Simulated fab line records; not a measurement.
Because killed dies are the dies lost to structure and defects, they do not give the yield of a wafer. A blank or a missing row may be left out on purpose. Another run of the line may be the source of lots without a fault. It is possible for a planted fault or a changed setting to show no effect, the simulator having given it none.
fab line records -- flow gf180mcu -- part 1 of 2: steps 1 to 26 of 36
record: lots: 5, wafers: 15, last_day: 32
route steps=602 shown DNWELL@36 NWELL@42 LVPWELL@54 MVSD@66
lots that met no fault: taken from a fault-free run of the same line
start_h: the number of hours between the record's first day and the start of the first shown wafer of the lot -- wait_h: hours elapsed since this lot's preceding step -- " repeats the value in the row above -- L1.1+2: several wafers, shown together as one row -- - either no value or no given start -- * or withheld: withheld -- < > ~ a bound
route shown NAME@n: NAME is a module with steps in the file, n the number in the route of the first one -- usual: mean/standard deviation of fault-free wafers -- same: alike in all rows -- chamber/n: place in a boat -- sites: the reading at each site -- _std_site: standard deviation across them -- _edge_site: inner sites' mean taken away from outer sites' mean -- radius_mm: for every site, how far away it sits from the centre of the wafer -- mask NAME#n: copy n -- behind: the tool/chamber that last shaped the wafer -- hold: what put the lot on hold/how long, in hours/how the hold closed -- device: whichever transistor did not switch (one of n, p or np) -- end of line: the route-end tests of the same wafers -- a step with no rows: only its recipe -- killed: at the first sort, the dies lost to defects and structure; wafer yield is something else -- map: a wafer's dies, x killed, . not, _ none there
set.NAME: the setting as run; set.NAME@STEP: as run at that earlier step -- model.NAME: the simulator's own value behind a step, which no gauge read
certain route steps with their lots: each step a table, each wafer a row
services: the hour from which a tool's chamber was out of use, counted from the record's first day as start_h (under 0 if before that day), plus the number of hours and why
== steps ==
step: GF_DNWELL_EXPOSE_04
recipe: mask_id: DNWELL, target_cd_nm: 1700, na: 0.6, source_shape: conventional, sigma_outer: 0.6, dose_mj: 260
lot.wafer,tool,chamber,start_h,wait_h,mask
L074.1+2+6,iline_stepper-02,0,-,-,DNWELL#0
L076.2+3+4,iline_stepper-02,0,-,-,DNWELL#0
L078.2+3+6,iline_stepper-01,0,-,-,DNWELL#0
L080.4+5+6,iline_stepper-01,0,-,-,DNWELL#0
L086.2+3+6,iline_stepper-02,0,-,-,DNWELL#0
step: GF_DNWELL_PEB_05
recipe: temp_c: 115, time_s: withheld
usual: exhaust_pa: 45.0/0.83
lot.wafer,tool,chamber,start_h,wait_h,exhaust_pa
L074.1,litho_track-02,0,-,-,45.1
L074.2,litho_track-02,0,-,-,43.9
L074.6,litho_track-02,0,-,-,43.7
L076.2,litho_track-01,0,-,-,44.5
L076.3,litho_track-01,0,-,-,45.1
L076.4,litho_track-01,0,-,-,43.9
L078.2,litho_track-03,0,-,-,45.2
L078.3,litho_track-03,0,-,-,45.2
L078.6,litho_track-03,0,-,-,44.4
L080.4,litho_track-02,0,-,-,44.3
L080.5,litho_track-02,0,-,-,43.8
L080.6,litho_track-02,0,-,-,44.2
L086.2,litho_track-02,0,-,-,44.2
L086.3,litho_track-02,0,-,-,43.9
L086.6,litho_track-02,0,-,-,44.3
step: GF_DNWELL_DEVELOP_06
recipe: wall_angle_deg: 90, develop_time_s: 60, dev_temp_c: 23
usual: developer_temp_C: 23.00/0.11, exhaust_pa: 44.9/0.82
lot.wafer,tool,chamber,start_h,wait_h,developer_temp_C,exhaust_pa
L074.1,litho_track-02,0,-,-,22.82,44.8
L074.2,litho_track-02,0,-,-,22.82,44.3
L074.6,litho_track-02,0,-,-,22.94,44.3
L076.2,litho_track-01,0,-,-,22.96,45.8
L076.3,litho_track-01,0,-,-,22.99,45.4
L076.4,litho_track-01,0,-,-,23.00,44.2
L078.2,litho_track-03,0,-,-,22.95,45.8
L078.3,litho_track-03,0,-,-,23.10,46.2
L078.6,litho_track-03,0,-,-,23.03,45.4
L080.4,litho_track-02,0,-,-,22.99,45.8
L080.5,litho_track-02,0,-,-,22.96,44.4
L080.6,litho_track-02,0,-,-,23.19,45.0
L086.2,litho_track-02,0,-,-,22.99,43.5
L086.3,litho_track-02,0,-,-,22.77,43.9
L086.6,litho_track-02,0,-,-,22.94,44.7
step: GF_DNWELL_IMPLANT_07
recipe: species: P, energy_kev: 1500, dose_cm2: 1e+13, tilt_deg: 0
usual: beam_energy_keV: 1500.0/0.44
lot.wafer,tool,chamber,start_h,wait_h,beam_energy_keV
L074.1,implanter-04,0,41.86,-,1499.9
L074.2,implanter-04,0,41.86,-,1500.1
L074.6,implanter-04,0,41.86,-,1500.3
L076.2,implanter-02,0,52.94,-,1499.2
L076.3,implanter-02,0,52.94,-,1499.8
L076.4,implanter-02,0,52.94,-,1499.5
L078.2,implanter-02,0,63.68,-,1499.3
L078.3,implanter-02,0,63.68,-,1499.7
L078.6,implanter-02,0,63.68,-,1499.5
L080.4,implanter-02,0,73.49,-,1499.4
L080.5,implanter-02,0,73.49,-,1500.1
L080.6,implanter-02,0,73.49,-,1499.5
L086.2,implanter-03,0,105.69,-,1499.2
L086.3,implanter-03,0,105.69,-,1499.8
L086.6,implanter-03,0,105.69,-,1500.2
step: GF_DNWELL_STRIP_08
recipe: chemistry: O2/N2, power_w: 1400, pressure_mtorr: 1500, platen_temp_c: 250, o2_flow_sccm: 3000, n2_flow_sccm: 300, overash_fraction: 0.5
usual: drypump_motor_current_A: 5.8/0.34, heater_power_w: 321/22, oes_product_au: 0.722/0.0044, strip_time_to_endpoint_s: 36.97/0.091
lot.wafer,tool,chamber,start_h,wait_h,drypump_motor_current_A,heater_power_w,oes_product_au,rf_hours_counter_h,strip_time_to_endpoint_s
L074.1,plasma_asher-04,1,42.01,0.1,6.4,343,0.720,36,37.05
L074.2,plasma_asher-04,0,42.01,0.1,5.7,328,0.725,36,37.06
L074.6,plasma_asher-04,0,42.01,0.1,5.7,330,0.719,-,37.14
L076.2,plasma_asher-03,0,53.06,0.1,5.5,317,0.725,39,36.95
L076.3,plasma_asher-03,0,53.06,0.1,5.5,311,0.730,-,36.89
L076.4,plasma_asher-03,1,53.06,0.1,5.7,312,0.721,-,36.84
L078.2,plasma_asher-02,1,63.80,0.1,5.8,330,0.720,44,36.94
L078.3,plasma_asher-02,0,63.80,0.1,5.6,266,0.723,-,37.10
L078.6,plasma_asher-02,0,63.80,0.1,5.6,273,0.724,-,37.10
L080.4,plasma_asher-04,0,73.60,0.1,5.7,324,0.723,-,36.72
L080.5,plasma_asher-04,1,73.60,0.1,6.4,339,0.719,-,36.81
L080.6,plasma_asher-04,0,73.60,0.1,5.7,325,0.717,-,36.83
L086.2,plasma_asher-02,1,105.81,0.1,5.8,340,0.722,48,37.05
L086.3,plasma_asher-02,1,105.81,0.1,5.8,331,0.722,-,36.98
L086.6,plasma_asher-02,0,105.81,0.1,5.5,270,0.718,-,37.00
step: GF_DNWELL_TW_MEAS_09
usual: DNWELL_TW: 1364/16
lot.wafer,tool,chamber,start_h,wait_h,DNWELL_TW
L074.1,film_metro-04,-,42.13,0.1,1368
L074.2,film_metro-04,-,42.13,0.1,1377
L074.6,film_metro-04,-,42.13,0.1,1375
L076.2,film_metro-03,-,53.17,0.1,1376
L076.3,film_metro-03,-,53.17,0.1,1387
L076.4,film_metro-03,-,53.17,0.1,1374
L078.2,film_metro-02,-,63.91,0.1,1337
L078.3,film_metro-02,-,63.91,0.1,1335
L078.6,film_metro-02,-,63.91,0.1,1340
L080.4,film_metro-04,-,73.69,0.1,1362
L080.5,film_metro-04,-,73.69,0.1,1366
L080.6,film_metro-04,-,73.69,0.1,1361
L086.2,film_metro-03,-,105.92,0.1,1369
L086.3,film_metro-03,-,105.92,0.1,1376
L086.6,film_metro-03,-,105.92,0.1,1382
step: GF_NWELL_DEHYDRATE_00
recipe: temp_c: 200, time_s: 60
usual: exhaust_pa: 45.0/0.83
lot.wafer,tool,chamber,start_h,wait_h,exhaust_pa
L074.1,litho_track-02,0,47.76,5.6,44.8
L074.2,litho_track-02,0,47.76,5.6,44.6
L074.6,litho_track-02,0,47.76,5.6,46.0
L076.2,litho_track-04,0,59.98,6.8,44.5
L076.3,litho_track-04,0,59.98,6.8,44.6
L076.4,litho_track-04,0,59.98,6.8,45.6
L078.2,litho_track-04,0,70.48,6.6,45.4
L078.3,litho_track-04,0,70.48,6.6,46.4
L078.6,litho_track-04,0,70.48,6.6,46.1
L080.4,litho_track-02,0,80.14,6.4,45.8
L080.5,litho_track-02,0,80.14,6.4,45.6
L080.6,litho_track-02,0,80.14,6.4,44.9
L086.2,litho_track-02,0,109.19,3.3,44.8
L086.3,litho_track-02,0,109.19,3.3,45.0
L086.6,litho_track-02,0,109.19,3.3,45.7
step: GF_NWELL_HMDS_01
recipe: prime_time_s: 60, prime_temp_c: 120
usual: exhaust_pa: 44.7/0.95
lot.wafer,tool,chamber,start_h,wait_h,exhaust_pa
L074.1,litho_track-02,0,47.91,0.1,44.6
L074.2,litho_track-02,0,47.91,0.1,44.2
L074.6,litho_track-02,0,47.91,0.1,45.0
L076.2,litho_track-04,0,60.13,0.1,44.0
L076.3,litho_track-04,0,60.13,0.1,44.8
L076.4,litho_track-04,0,60.13,0.1,44.5
L078.2,litho_track-04,0,70.63,0.1,46.3
L078.3,litho_track-04,0,70.63,0.1,44.4
L078.6,litho_track-04,0,70.63,0.1,45.3
L080.4,litho_track-02,0,80.29,0.1,44.0
L080.5,litho_track-02,0,80.29,0.1,45.6
L080.6,litho_track-02,0,80.29,0.1,46.9
L086.2,litho_track-02,0,109.34,0.1,45.3
L086.3,litho_track-02,0,109.34,0.1,43.5
L086.6,litho_track-02,0,109.34,0.1,45.6
step: GF_NWELL_COAT_02
recipe: spin_rpm: 2000, resist_thk_nm: 3000
usual: exhaust_pa: 45.0/0.81
lot.wafer,tool,chamber,start_h,wait_h,exhaust_pa
L074.1,litho_track-02,0,48.06,0.1,44.3
L074.2,litho_track-02,0,48.06,0.1,45.0
L074.6,litho_track-02,0,48.06,0.1,44.9
L076.2,litho_track-04,0,60.28,0.1,45.2
L076.3,litho_track-04,0,60.28,0.1,44.2
L076.4,litho_track-04,0,60.28,0.1,45.0
L078.2,litho_track-04,0,70.78,0.1,44.8
L078.3,litho_track-04,0,70.78,0.1,44.6
L078.6,litho_track-04,0,70.78,0.1,44.4
L080.4,litho_track-02,0,80.44,0.1,44.9
L080.5,litho_track-02,0,80.44,0.1,45.7
L080.6,litho_track-02,0,80.44,0.1,44.5
L086.2,litho_track-02,0,109.49,0.1,44.5
L086.3,litho_track-02,0,109.49,0.1,44.2
L086.6,litho_track-02,0,109.49,0.1,45.3
step: GF_NWELL_SOFTBAKE_03
recipe: temp_c: 110, time_s: withheld
usual: exhaust_pa: 44.9/0.89
lot.wafer,tool,chamber,start_h,wait_h,exhaust_pa
L074.1,litho_track-02,0,48.21,0.1,45.2
L074.2,litho_track-02,0,48.21,0.1,44.8
L074.6,litho_track-02,0,48.21,0.1,44.8
L076.2,litho_track-04,0,60.44,0.1,45.9
L076.3,litho_track-04,0,60.44,0.1,46.6
L076.4,litho_track-04,0,60.44,0.1,45.6
L078.2,litho_track-04,0,70.94,0.1,45.5
L078.3,litho_track-04,0,70.94,0.1,45.2
L078.6,litho_track-04,0,70.94,0.1,45.1
L080.4,litho_track-02,0,80.61,0.1,44.2
L080.5,litho_track-02,0,80.61,0.1,45.2
L080.6,litho_track-02,0,80.61,0.1,46.3
L086.2,litho_track-02,0,109.64,0.1,44.9
L086.3,litho_track-02,0,109.64,0.1,44.1
L086.6,litho_track-02,0,109.64,0.1,44.9
step: GF_NWELL_EXPOSE_04
recipe: mask_id: Nwell, target_cd_nm: 860, na: 0.6, source_shape: conventional, sigma_outer: 0.6, dose_mj: 260
lot.wafer,tool,chamber,start_h,wait_h,mask
L074.1+2+6,iline_stepper-01,0,-,-,Nwell#0
L076.2+3+4,iline_stepper-01,0,-,-,Nwell#0
L078.2+3+6,iline_stepper-01,0,-,-,Nwell#0
L080.4+5+6,iline_stepper-01,0,-,-,Nwell#0
L086.2+3+6,iline_stepper-01,0,-,-,Nwell#0
step: GF_NWELL_PEB_05
recipe: temp_c: 115, time_s: withheld
usual: exhaust_pa: 45.2/0.83
lot.wafer,tool,chamber,start_h,wait_h,exhaust_pa
L074.1,litho_track-02,0,-,-,44.5
L074.2,litho_track-02,0,-,-,44.9
L074.6,litho_track-02,0,-,-,44.6
L076.2,litho_track-04,0,-,-,44.7
L076.3,litho_track-04,0,-,-,43.7
L076.4,litho_track-04,0,-,-,45.0
L078.2,litho_track-03,0,-,-,44.3
L078.3,litho_track-03,0,-,-,44.8
L078.6,litho_track-03,0,-,-,44.0
L080.4,litho_track-02,0,-,-,45.0
L080.5,litho_track-02,0,-,-,46.3
L080.6,litho_track-02,0,-,-,45.9
L086.2,litho_track-02,0,-,-,45.5
L086.3,litho_track-02,0,-,-,45.4
L086.6,litho_track-02,0,-,-,47.3
step: GF_NWELL_DEVELOP_06
recipe: wall_angle_deg: 90, develop_time_s: 60, dev_temp_c: 23
usual: developer_temp_C: 22.97/0.12, exhaust_pa: 44.9/0.97
lot.wafer,tool,chamber,start_h,wait_h,developer_temp_C,exhaust_pa
L074.1,litho_track-02,0,-,-,22.96,44.4
L074.2,litho_track-02,0,-,-,22.96,45.4
L074.6,litho_track-02,0,-,-,23.06,44.7
L076.2,litho_track-04,0,-,-,22.94,44.8
L076.3,litho_track-04,0,-,-,22.91,45.1
L076.4,litho_track-04,0,-,-,22.88,45.3
L078.2,litho_track-03,0,-,-,23.05,43.4
L078.3,litho_track-03,0,-,-,23.14,45.4
L078.6,litho_track-03,0,-,-,23.24,44.2
L080.4,litho_track-02,0,-,-,22.88,43.1
L080.5,litho_track-02,0,-,-,22.97,43.7
L080.6,litho_track-02,0,-,-,22.73,43.4
L086.2,litho_track-02,0,-,-,22.86,44.0
L086.3,litho_track-02,0,-,-,22.91,43.7
L086.6,litho_track-02,0,-,-,22.86,43.4
step: GF_NWELL_OVL_MEAS_07
usual: NWELL_OVL: -0.3/1.5
lot.wafer,tool,chamber,start_h,wait_h,NWELL_OVL[nm]
L074.1,overlay-01,-,55.36,-,-1.4
L074.2,overlay-01,-,55.36,-,-1.4
L074.6,overlay-01,-,55.36,-,-1.8
L076.2,overlay-02,-,66.71,-,-0.7
L076.3,overlay-02,-,66.71,-,0.5
L076.4,overlay-02,-,66.71,-,-1.1
L078.2,overlay-02,-,77.71,-,-0.3
L078.3,overlay-02,-,77.71,-,-0.7
L078.6,overlay-02,-,77.71,-,-0.5
L080.4,overlay-01,-,87.58,-,-1.5
L080.5,overlay-01,-,87.58,-,-2.4
L080.6,overlay-01,-,87.58,-,-1.3
L086.2,overlay-01,-,116.92,-,-1.5
L086.3,overlay-01,-,116.92,-,-2.3
L086.6,overlay-01,-,116.92,-,-2.8
step: GF_NWELL_IMPLANT_08
recipe: species: P, energy_kev: 450, dose_cm2: 1.5e+13, tilt_deg: 0
usual: beam_energy_keV: 449.99/0.15
lot.wafer,tool,chamber,start_h,wait_h,beam_energy_keV
L074.1,implanter-03,0,55.40,0.0,449.89
L074.2,implanter-03,0,55.40,0.0,449.90
L074.6,implanter-03,0,55.40,0.0,449.95
L076.2,implanter-04,0,66.76,0.0,449.59
L076.3,implanter-04,0,66.76,0.0,449.82
L076.4,implanter-04,0,66.76,0.0,449.95
L078.2,implanter-03,0,77.76,0.0,450.02
L078.3,implanter-03,0,77.76,0.0,449.96
L078.6,implanter-03,0,77.76,0.0,449.89
L080.4,implanter-04,0,87.67,0.1,450.04
L080.5,implanter-04,0,87.67,0.1,449.86
L080.6,implanter-04,0,87.67,0.1,449.69
L086.2,implanter-04,0,116.97,0.0,449.94
L086.3,implanter-04,0,116.97,0.0,450.02
L086.6,implanter-04,0,116.97,0.0,449.98
step: GF_NWELL_IMPLANT_09
recipe: species: P, energy_kev: 160, dose_cm2: 4e+12, tilt_deg: 0
usual: beam_energy_keV: 159.99/0.058
lot.wafer,tool,chamber,start_h,wait_h,beam_energy_keV
L074.1,implanter-03,0,55.55,0.1,160.02
L074.2,implanter-03,0,55.55,0.1,159.98
L074.6,implanter-03,0,55.55,0.1,160.07
L076.2,implanter-04,0,66.91,0.1,159.86
L076.3,implanter-04,0,66.91,0.1,159.89
L076.4,implanter-04,0,66.91,0.1,159.87
L078.2,implanter-03,0,77.91,0.1,159.95
L078.3,implanter-03,0,77.91,0.1,160.06
L078.6,implanter-03,0,77.91,0.1,160.03
L080.4,implanter-04,0,87.82,0.1,159.91
L080.5,implanter-04,0,87.82,0.1,160.02
L080.6,implanter-04,0,87.82,0.1,160.02
L086.2,implanter-04,0,117.12,0.1,160.02
L086.3,implanter-04,0,117.12,0.1,159.93
L086.6,implanter-04,0,117.12,0.1,159.98
step: GF_NWELL_STRIP_10
recipe: chemistry: O2/N2, power_w: 1400, pressure_mtorr: 1500, platen_temp_c: 250, o2_flow_sccm: 3000, n2_flow_sccm: 300, overash_fraction: 0.5
usual: drypump_motor_current_A: 5.54/0.24, heater_power_w: 318/33, oes_product_au: 0.722/0.0054, strip_time_to_endpoint_s: 36.97/0.075
lot.wafer,tool,chamber,start_h,wait_h,drypump_motor_current_A,heater_power_w,oes_product_au,rf_hours_counter_h,strip_time_to_endpoint_s
L074.1,plasma_asher-03,1,55.70,0.1,5.71,325,0.722,39,36.91
L074.2,plasma_asher-03,0,55.70,0.1,5.50,306,0.732,39,36.96
L074.6,plasma_asher-03,0,55.70,0.1,5.49,313,0.727,-,37.04
L076.2,plasma_asher-01,1,67.04,0.1,4.96,384,0.718,28,37.02
L076.3,plasma_asher-01,1,67.04,0.1,5.01,386,0.721,-,36.95
L076.4,plasma_asher-01,0,67.04,0.1,5.14,352,0.721,-,36.88
L078.2,plasma_asher-02,0,78.04,0.1,5.56,265,0.729,46,37.05
L078.3,plasma_asher-02,1,78.04,0.1,5.76,333,0.721,-,37.03
L078.6,plasma_asher-02,0,78.04,0.1,5.55,275,0.722,-,37.11
L080.4,plasma_asher-03,1,87.93,0.1,5.70,318,0.711,-,36.88
L080.5,plasma_asher-03,0,87.93,0.1,5.51,316,0.723,-,37.04
L080.6,plasma_asher-03,1,87.93,0.1,5.71,318,0.723,-,36.99
L086.2,plasma_asher-01,0,117.25,0.1,5.11,357,0.724,33,36.89
L086.3,plasma_asher-01,1,117.25,0.1,4.98,379,0.722,-,36.96
L086.6,plasma_asher-01,1,117.25,0.1,4.98,386,0.729,-,36.94
step: GF_NWELL_TW_MEAS_11
usual: NWELL_TW: 1575/17
lot.wafer,tool,chamber,start_h,wait_h,NWELL_TW
L074.1,film_metro-02,-,55.80,0.1,1554
L074.2,film_metro-02,-,55.80,0.1,1563
L074.6,film_metro-02,-,55.80,0.1,1559
L076.2,film_metro-01,-,67.15,0.1,1576
L076.3,film_metro-01,-,67.15,0.1,1571
L076.4,film_metro-01,-,67.15,0.1,1573
L078.2,film_metro-01,-,78.15,0.1,1578
L078.3,film_metro-01,-,78.15,0.1,1583
L078.6,film_metro-01,-,78.15,0.1,1571
L080.4,film_metro-04,-,88.03,0.1,1590
L080.5,film_metro-04,-,88.03,0.1,1583
L080.6,film_metro-04,-,88.03,0.1,1578
L086.2,film_metro-02,-,117.36,0.1,1550
L086.3,film_metro-02,-,117.36,0.1,1555
L086.6,film_metro-02,-,117.36,0.1,1560
step: GF_LVPWELL_DEHYDRATE_00
recipe: temp_c: 200, time_s: 61.58
usual: exhaust_pa: 45.0/0.92, plate_sensor_t_centre_C: 201.07/0.0099, plate_sensor_t_edge_C: 201.56/0.0098
lot.wafer,tool,chamber,start_h,wait_h,exhaust_pa,plate_sensor_t_centre_C,plate_sensor_t_edge_C
L074.1,litho_track-01,0,61.86,6.1,46.4,201.06,201.56
L074.2,litho_track-01,0,61.86,6.1,46.0,201.07,201.57
L074.6,litho_track-01,0,61.86,6.1,45.9,201.07,201.56
L076.2,litho_track-01,0,72.89,5.7,45.8,201.07,201.55
L076.3,litho_track-01,0,72.89,5.7,45.4,201.08,201.57
L076.4,litho_track-01,0,72.89,5.7,44.2,201.08,201.56
L078.2,litho_track-04,0,84.48,6.3,46.2,201.08,201.57
L078.3,litho_track-04,0,84.48,6.3,46.0,201.07,201.54
L078.6,litho_track-04,0,84.48,6.3,45.9,201.08,201.54
L080.4,litho_track-01,0,94.59,6.5,44.7,201.07,201.55
L080.5,litho_track-01,0,94.59,6.5,46.1,201.06,201.57
L080.6,litho_track-01,0,94.59,6.5,46.7,201.07,201.55
L086.2,litho_track-01,0,123.98,6.6,44.6,201.09,201.56
L086.3,litho_track-01,0,123.98,6.6,44.1,201.07,201.55
L086.6,litho_track-01,0,123.98,6.6,45.9,201.08,201.57
step: GF_LVPWELL_HMDS_01
recipe: prime_time_s: 60, prime_temp_c: 120
usual: exhaust_pa: 45.0/1.1
lot.wafer,tool,chamber,start_h,wait_h,exhaust_pa
L074.1,litho_track-01,0,62.01,0.1,45.6
L074.2,litho_track-01,0,62.01,0.1,46.6
L074.6,litho_track-01,0,62.01,0.1,47.4
L076.2,litho_track-01,0,73.04,0.1,43.4
L076.3,litho_track-01,0,73.04,0.1,43.4
L076.4,litho_track-01,0,73.04,0.1,43.6
L078.2,litho_track-04,0,84.63,0.1,45.0
L078.3,litho_track-04,0,84.63,0.1,45.3
L078.6,litho_track-04,0,84.63,0.1,45.7
L080.4,litho_track-01,0,94.74,0.1,44.3
L080.5,litho_track-01,0,94.74,0.1,44.9
L080.6,litho_track-01,0,94.74,0.1,45.2
L086.2,litho_track-01,0,124.13,0.1,47.3
L086.3,litho_track-01,0,124.13,0.1,45.5
L086.6,litho_track-01,0,124.13,0.1,46.2
step: GF_LVPWELL_COAT_02
recipe: spin_rpm: 2000, resist_thk_nm: 3000
usual: exhaust_pa: 44.9/0.82
lot.wafer,tool,chamber,start_h,wait_h,exhaust_pa
L074.1,litho_track-01,0,62.16,0.1,44.7
L074.2,litho_track-01,0,62.16,0.1,44.7
L074.6,litho_track-01,0,62.16,0.1,45.1
L076.2,litho_track-01,0,73.19,0.1,44.9
L076.3,litho_track-01,0,73.19,0.1,45.4
L076.4,litho_track-01,0,73.19,0.1,44.9
L078.2,litho_track-04,0,84.78,0.1,43.8
L078.3,litho_track-04,0,84.78,0.1,44.7
L078.6,litho_track-04,0,84.78,0.1,44.6
L080.4,litho_track-01,0,94.89,0.1,45.1
L080.5,litho_track-01,0,94.89,0.1,43.4
L080.6,litho_track-01,0,94.89,0.1,43.1
L086.2,litho_track-01,0,124.28,0.1,44.7
L086.3,litho_track-01,0,124.28,0.1,44.6
L086.6,litho_track-01,0,124.28,0.1,46.3
step: GF_LVPWELL_SOFTBAKE_03
recipe: temp_c: 110, time_s: withheld
usual: exhaust_pa: 45.0/0.89
lot.wafer,tool,chamber,start_h,wait_h,exhaust_pa
L074.1,litho_track-01,0,62.31,0.1,46.1
L074.2,litho_track-01,0,62.31,0.1,45.3
L074.6,litho_track-01,0,62.31,0.1,46.9
L076.2,litho_track-01,0,73.34,0.1,44.3
L076.3,litho_track-01,0,73.34,0.1,44.4
L076.4,litho_track-01,0,73.34,0.1,44.4
L078.2,litho_track-04,0,84.94,0.1,46.4
L078.3,litho_track-04,0,84.94,0.1,45.6
L078.6,litho_track-04,0,84.94,0.1,45.4
L080.4,litho_track-01,0,95.06,0.1,45.6
L080.5,litho_track-01,0,95.06,0.1,44.9
L080.6,litho_track-01,0,95.06,0.1,45.0
L086.2,litho_track-01,0,124.44,0.1,45.2
L086.3,litho_track-01,0,124.44,0.1,44.8
L086.6,litho_track-01,0,124.44,0.1,45.1
step: GF_LVPWELL_EXPOSE_04
recipe: mask_id: LVPWELL, target_cd_nm: 600, na: 0.6, source_shape: conventional, sigma_outer: 0.6, dose_mj: 260
lot.wafer,tool,chamber,start_h,wait_h,mask
L074.1+2+6,iline_stepper-02,0,-,-,LVPWELL#0
L076.2+3+4,iline_stepper-01,0,-,-,LVPWELL#0
L078.2+3+6,iline_stepper-02,0,-,-,LVPWELL#0
L080.4+5+6,iline_stepper-01,0,-,-,LVPWELL#0
L086.2+3+6,iline_stepper-02,0,-,-,LVPWELL#0
step: GF_LVPWELL_PEB_05
recipe: temp_c: 115, time_s: withheld
usual: exhaust_pa: 44.9/0.81
lot.wafer,tool,chamber,start_h,wait_h,exhaust_pa
L074.1,litho_track-04,0,-,-,45.5
L074.2,litho_track-04,0,-,-,44.6
L074.6,litho_track-04,0,-,-,44.9
L076.2,litho_track-01,0,-,-,45.1
L076.3,litho_track-01,0,-,-,44.0
L076.4,litho_track-01,0,-,-,44.6
L078.2,litho_track-01,0,-,-,44.4
L078.3,litho_track-01,0,-,-,44.1
L078.6,litho_track-01,0,-,-,43.4
L080.4,litho_track-02,0,-,-,45.6
L080.5,litho_track-02,0,-,-,45.7
L080.6,litho_track-02,0,-,-,44.1
L086.2,litho_track-04,0,-,-,45.3
L086.3,litho_track-04,0,-,-,46.5
L086.6,litho_track-04,0,-,-,45.4
step: GF_LVPWELL_DEVELOP_06
recipe: wall_angle_deg: 90, develop_time_s: 60, dev_temp_c: 23
usual: developer_temp_C: 23.00/0.077, exhaust_pa: 44.9/0.86
lot.wafer,tool,chamber,start_h,wait_h,developer_temp_C,exhaust_pa
L074.1,litho_track-04,0,-,-,22.83,45.8
L074.2,litho_track-04,0,-,-,22.89,44.8
L074.6,litho_track-04,0,-,-,23.02,44.6
L076.2,litho_track-01,0,-,-,23.00,45.0
L076.3,litho_track-01,0,-,-,22.97,44.5
L076.4,litho_track-01,0,-,-,23.08,44.2
L078.2,litho_track-01,0,-,-,23.06,44.8
L078.3,litho_track-01,0,-,-,23.13,44.1
L078.6,litho_track-01,0,-,-,23.09,43.7
L080.4,litho_track-02,0,-,-,22.80,44.9
L080.5,litho_track-02,0,-,-,22.84,44.0
L080.6,litho_track-02,0,-,-,22.99,45.2
L086.2,litho_track-04,0,-,-,22.89,46.4
L086.3,litho_track-04,0,-,-,22.98,46.5
L086.6,litho_track-04,0,-,-,23.08,46.1
step: GF_LVPWELL_OVL_MEAS_07
usual: LVPWELL_OVL: 0.1/1.4
lot.wafer,tool,chamber,start_h,wait_h,LVPWELL_OVL[nm]
L074.1,overlay-01,-,68.75,-,0.7
L074.2,overlay-01,-,68.75,-,-0.3
L074.6,overlay-01,-,68.75,-,-2.0
L076.2,overlay-02,-,80.12,-,0.9
L076.3,overlay-02,-,80.12,-,0.2
L076.4,overlay-02,-,80.12,-,-0.5
L078.2,overlay-01,-,91.97,-,2.1
L078.3,overlay-01,-,91.97,-,1.5
L078.6,overlay-01,-,91.97,-,-0.4
L080.4,overlay-01,-,101.83,-,0.2
L080.5,overlay-01,-,101.83,-,0.5
L080.6,overlay-01,-,101.83,-,2.2
L086.2,overlay-01,-,132.61,-,3.2
L086.3,overlay-01,-,132.61,-,2.3
L086.6,overlay-01,-,132.61,-,2.2
